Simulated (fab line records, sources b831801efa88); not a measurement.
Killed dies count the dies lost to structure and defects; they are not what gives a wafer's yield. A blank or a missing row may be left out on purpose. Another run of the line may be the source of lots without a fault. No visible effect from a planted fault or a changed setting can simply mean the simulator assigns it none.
Which tool did it? || flow gf180mcu || 18 wafers from 6 lots sampled at 5 of the route's 602 steps

## WHAT EACH GAUGE READ, for each wafer
GF_DUAL_GATE_OVL_MEAS_11.
{"lot": "L910", "measured": "day 8 15:59", "on": "overlay-02", "DUAL_GATE_OVL (nm)": "0.0 1.4 -1.4"}
{"lot": "L915", "measured": "day 10 01:26", "on": "overlay-02", "DUAL_GATE_OVL (nm)": "-0.8 0.8 0.1"}
{"lot": "L922", "measured": "day 12 19:53", "on": "overlay-02", "DUAL_GATE_OVL (nm)": "- - -"}
{"lot": "L924", "measured": "day 13 03:25", "on": "overlay-02", "DUAL_GATE_OVL (nm)": "-0.7 0.8 0.7"}
{"lot": "L929", "measured": "day 14 12:01", "on": "overlay-02", "DUAL_GATE_OVL (nm)": "-0.1 1.3 1.3"}
{"lot": "L931", "measured": "day 14 23:19", "on": "overlay-02", "DUAL_GATE_OVL (nm)": "1.5 1.8 1.4"}

## WHAT TOOL EACH LOT RAN ON (gives the tool, then ch and the chambers of the sampled wafers, and finally the start)
{"lot": "L910", "GF_STI_CMP_25": "cmp-01 ch 0,1,3, day 2 14:25", "GF_DNWELL_STRIP_08": "plasma asher-02 ch 0,1, day 3 04:41", "GF_VT_IMPLANT_RTA_45": "rtp anneal-01 ch 0, day 7 21:13", "GF_DUAL_GATE_DEVELOP_10": "litho track-04 ch 0, day 8 15:50"}
{"lot": "L915", "GF_STI_CMP_25": "cmp-02 ch 0,1,3, day 3 15:00", "GF_DNWELL_STRIP_08": "plasma asher-04 ch 0,1, day 4 06:40", "GF_VT_IMPLANT_RTA_45": "rtp anneal-02 ch 0, day 9 05:00", "GF_DUAL_GATE_DEVELOP_10": "litho track-01 ch 0, day 10 01:19"}
{"lot": "L922", "GF_STI_CMP_25": "cmp-01 ch 0,1,2, day 5 08:51", "GF_DNWELL_STRIP_08": "plasma asher-01 ch 0,1, day 6 06:22", "GF_VT_IMPLANT_RTA_45": "rtp anneal-01 ch 0, day 11 22:26", "GF_DUAL_GATE_DEVELOP_10": "litho track-01 ch 0, day 12 19:44"}
{"lot": "L924", "GF_STI_CMP_25": "cmp-01 ch 0,1,2, day 5 16:58", "GF_DNWELL_STRIP_08": "plasma asher-04 ch 0,1, day 6 12:20", "GF_VT_IMPLANT_RTA_45": "rtp anneal-02 ch 0, day 12 06:05", "GF_DUAL_GATE_DEVELOP_10": "litho track-03 ch 0, day 13 03:17"}
{"lot": "L929", "GF_STI_CMP_25": "cmp-02 ch 0,3, day 6 18:25", "GF_DNWELL_STRIP_08": "plasma asher-02 ch 1, day 7 12:31", "GF_VT_IMPLANT_RTA_45": "rtp anneal-01 ch 0, day 13 13:23", "GF_DUAL_GATE_DEVELOP_10": "litho track-03 ch 0, day 14 11:52"}
{"lot": "L931", "GF_STI_CMP_25": "cmp-01 ch 0,1,3, day 7 02:10", "GF_DNWELL_STRIP_08": "plasma asher-04 ch 0,1, day 7 20:37", "GF_VT_IMPLANT_RTA_45": "rtp anneal-02 ch 0, day 14 00:38", "GF_DUAL_GATE_DEVELOP_10": "litho track-04 ch 0, day 14 23:10"}
- GF_STI_CMP_25: polishes, stops on Si3N4, t overpolish 30.48 s, target thk 524.6 nm.
- GF_DNWELL_STRIP_08: strips in O2/N2.
- GF_VT_IMPLANT_RTA_45: time 30 s.
- GF_DUAL_GATE_DEVELOP_10: develop time 60 s.

## THE ANSWER, worked out from the rows above alone
Rule: what is usual is taken from the lots themselves. Put in order of their means at a reading, lots are off if they are a third of the lots or fewer, leave a main group of 4 or more, and stand apart from it by a gap of 3 or more times the standard deviation of the main group's means; of several such gaps the widest counts. A main group whose means are all the same, to the digits that the tables above print for the reading, isn't used. Also off: a lot with no number at a reading for which 4 or more lots have one. The other lots that the step has rows for count as sound.
Off: at GF_DUAL_GATE_OVL_MEAS_11 (DUAL_GATE_OVL), L922. Without a number there: L922. Main group: mean 0.5 nm, sd 0.59.
A tool fits if, at a process step before that reading, it ran every lot that is off, and no sound lot after the first of them. Gauges at GF_DUAL_GATE_OVL_MEAS_11: tried the same way as those tools. 2 tools fit, plasma asher-01 at GF_DNWELL_STRIP_08 and litho track-01 at GF_DUAL_GATE_DEVELOP_10, so this cannot tell which one it is.

## WHAT THE SIMULATOR HAD PUT IN
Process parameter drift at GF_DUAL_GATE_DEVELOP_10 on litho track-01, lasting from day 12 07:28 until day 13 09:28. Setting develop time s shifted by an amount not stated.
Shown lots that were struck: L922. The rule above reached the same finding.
